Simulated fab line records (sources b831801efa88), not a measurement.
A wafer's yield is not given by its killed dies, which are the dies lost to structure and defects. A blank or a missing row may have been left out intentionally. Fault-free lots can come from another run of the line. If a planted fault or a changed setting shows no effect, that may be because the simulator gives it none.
A lot that was struck, set against a sound lot | flow sky130 | 43 steps out of a route of 708
Sound: wafers L311.2, L311.4, L311.5. Wafers struck: L300.5, L300.6. The cause is given at the end.
Order at every step that has rows: each side's tool, ch and its chambers, its first start. Under that, the readings that differ: sound wafers | struck wafers | difference of the means | sigmas: that difference in standard deviations of wafers without a fault.
alike: readings whose means differ by less than 2 such deviations, and words and numbers that are the same on both sides. not compared: withheld readings, readings that some wafer has no value for, bounds like >300 that may hide the same value, and numbers for which the record gives no deviation and whose values overlap.
The two part at a step that has a row with sigmas, a row that says differs or no value, or rows on one side only. Numbers that don't overlap but have no deviation are shown without sigmas and don't part them. A reading that every wafer of one side lacks parts them only if that side has two wafers or more.

first, 4 steps without rows for these wafers: SKY_LDD_HVP_SOFTBAKE_03 (time 60 s); SKY_LDD_HVP_EXPOSE_04 (exposes mask HVPTM, target cd 700 nm); SKY_LDD_HVP_PEB_05; SKY_LDD_HVP_DEVELOP_06 (develop time 60 s).
SKY_LDD_HVP_OVL_MEAS_07:
  sound: overlay-02 at day 28 17:13; struck: overlay-01 at day 24 23:40
  alike: LDD_HVP_OVL
next, for these wafers, 1 step has no rows: SKY_LDD_HVP_IMPLANT_08.
SKY_LDD_HVP_STRIP_09: strips in O2/N2.
  sound on plasma asher-03 ch 0,1, day 28 17:24; struck on plasma asher-03 ch 0,1, day 24 23:53
  alike: chamber pressure mTorr, drypump motor current A, oes product au, strip time to endpoint s
  not compared: rf hours counter h
SKY_LDD_HVP_TW_MEAS_10:
  sound: film metro-03 at day 28 17:31; struck: film metro-02 at day 24 23:58
  alike: LDD_HVP_TW
then, 4 steps without rows for these wafers: SKY_LDD_LDN_DEHYDRATE_00 (time 60 s); SKY_LDD_LDN_HMDS_01 (prime time 60 s); SKY_LDD_LDN_COAT_02 (resist thk 1140 nm); SKY_LDD_LDN_SOFTBAKE_03 (time 60 s).
SKY_LDD_LDN_EXPOSE_04: exposes mask LDNTM, target cd 700 nm.
  sound on iline stepper-02 ch 0, day 29 07:24; struck on iline stepper-02 ch 0, day 25 14:26
  alike: mask
then, 2 steps without rows for these wafers: SKY_LDD_LDN_PEB_05; SKY_LDD_LDN_DEVELOP_06 (develop time 60 s).
SKY_LDD_LDN_OVL_MEAS_07:
  sound: overlay-01 at day 29 21:28; struck: overlay-02 at day 26 04:22
  alike: LDD_LDN_OVL
then, 4 steps without rows for these wafers: SKY_LDD_LDN_IMPLANT_08; SKY_LDD_LDN_IMPLANT_09; SKY_LDD_LDN_IMPLANT_10; SKY_LDD_LDN_IMPLANT_11.
SKY_LDD_LDN_STRIP_12: strips in O2/N2.
  sound on plasma asher-04 ch 0,1, day 29 22:05; struck on plasma asher-04 ch 0,1, day 26 05:02
  alike: chamber pressure mTorr, drypump motor current A, oes product au, strip time to endpoint s
  not compared: rf hours counter h
SKY_LDD_LDN_TW_MEAS_13:
  sound: film metro-01 at day 29 22:12; struck: film metro-02 at day 26 05:07
  alike: LDD_LDN_TW
then, 2 steps without rows for these wafers: SKY_LDD_LDN_CLEAN_14 (cleans in SC1/SC2, time 150 s); SKY_SPACER_CVD_00 (deposits Si3N4 from DCS/NH3, target thk 43.1 nm, time 740 s).
SKY_SPACER_THK_MEAS_01:
  sound: film metro-03 at day 29 23:34; struck: film metro-04 at day 26 06:26
  alike: SPACER_CVD_00_THK
then, 9 steps without rows for these wafers: SKY_SPACER_ETCHBACK_02 (etches Si3N4 in CH3F/O2, stops on SiO2, time 46.7 s, target depth 45 nm); SKY_POLY_CUT_DEHYDRATE_00 (time 60 s); SKY_POLY_CUT_HMDS_01 (prime time 60 s); SKY_POLY_CUT_COAT_02 (resist thk 60 nm); SKY_POLY_CUT_COAT_03 (resist thk 450 nm); SKY_POLY_CUT_SOFTBAKE_04 (time 90 s); SKY_POLY_CUT_EXPOSE_05 (exposes mask NPCM, target cd 270 nm); SKY_POLY_CUT_PEB_06; SKY_POLY_CUT_DEVELOP_07 (develop time 60 s).
SKY_POLY_CUT_CD_MEAS_08: the cd target is 270 nm.
  sound: cd sem-01 at day 31 03:34; struck: cd sem-02 at day 27 11:23
  reading    | sound             | struck      | difference | sigmas
  cd nm (nm) | 270.5 272.0 271.7 | 267.8 267.8 | -3.6       | -3
SKY_POLY_CUT_OVL_MEAS_09:
  sound: overlay-02 at day 31 03:40; struck: overlay-01 at day 27 11:27
  alike: POLY_CUT_OVL
SKY_POLY_CUT_ETCH_10: etches BARC in N2/H2, stops on SiO2, time 45.9 s, target depth 60 nm.
  sound on rie diel-04 ch 2,3, day 31 03:41; struck on rie diel-02 ch 2,3, day 27 11:29
  alike: chamber pressure mTorr, drypump motor current A, oes product au, throttle valve pct
  not compared: rf hours counter h
SKY_POLY_CUT_ETCH_11: etches Si3N4 in CF4/CH2F2/Ar, stops on poly-Si, time 42.5 s, target depth 60 nm.
  sound on rie diel-04 ch 2,3, day 31 03:44; struck on rie diel-02 ch 2,3, day 27 11:31
  alike: chamber pressure mTorr, drypump motor current A, oes product au, throttle valve pct
  not compared: rf hours counter h
SKY_POLY_CUT_STRIP_12: strips in O2/N2.
  sound on plasma asher-02 ch 0,1, day 31 03:46; struck on plasma asher-03 ch 0,1, day 27 11:37
  alike: chamber pressure mTorr, drypump motor current A, oes product au, strip time to endpoint s
  not compared: rf hours counter h
then, 3 steps without rows for these wafers: SKY_SD_P_DEHYDRATE_00 (time 60 s); SKY_SD_P_HMDS_01 (prime time 60 s); SKY_SD_P_COAT_02 (resist thk 1140 nm).
-- here the record skips 21 days between the struck wafers' starts before and after, leaving off in module SD_P and picking up in module PAD_OPEN (first step shown: number 708 of the route) --
SKY_PAD_OPEN_PROBE_99:
  sound: prober-01 at day 50 09:52; struck: prober-02 at day 48 02:21
  reading             | sound    | struck  | difference | sigmas
  killed at front end | 9 14 21  | 411 409 | +395       | +86
  killed dies         | 67 71 83 | 483 480 | +408       | +41
  killed on rim       | 14 15 24 | 90 90   | +72        | +18
  alike: killed_at_M0_to_M3, killed_at_M4_up, killed at contacts, killed at other, killed open, killed short

== WHERE THEY PART ==
At SKY_POLY_CUT_CD_MEAS_08 first; at SKY_PAD_OPEN_PROBE_99 last (within this record only).

WHY: what the simulator had put in
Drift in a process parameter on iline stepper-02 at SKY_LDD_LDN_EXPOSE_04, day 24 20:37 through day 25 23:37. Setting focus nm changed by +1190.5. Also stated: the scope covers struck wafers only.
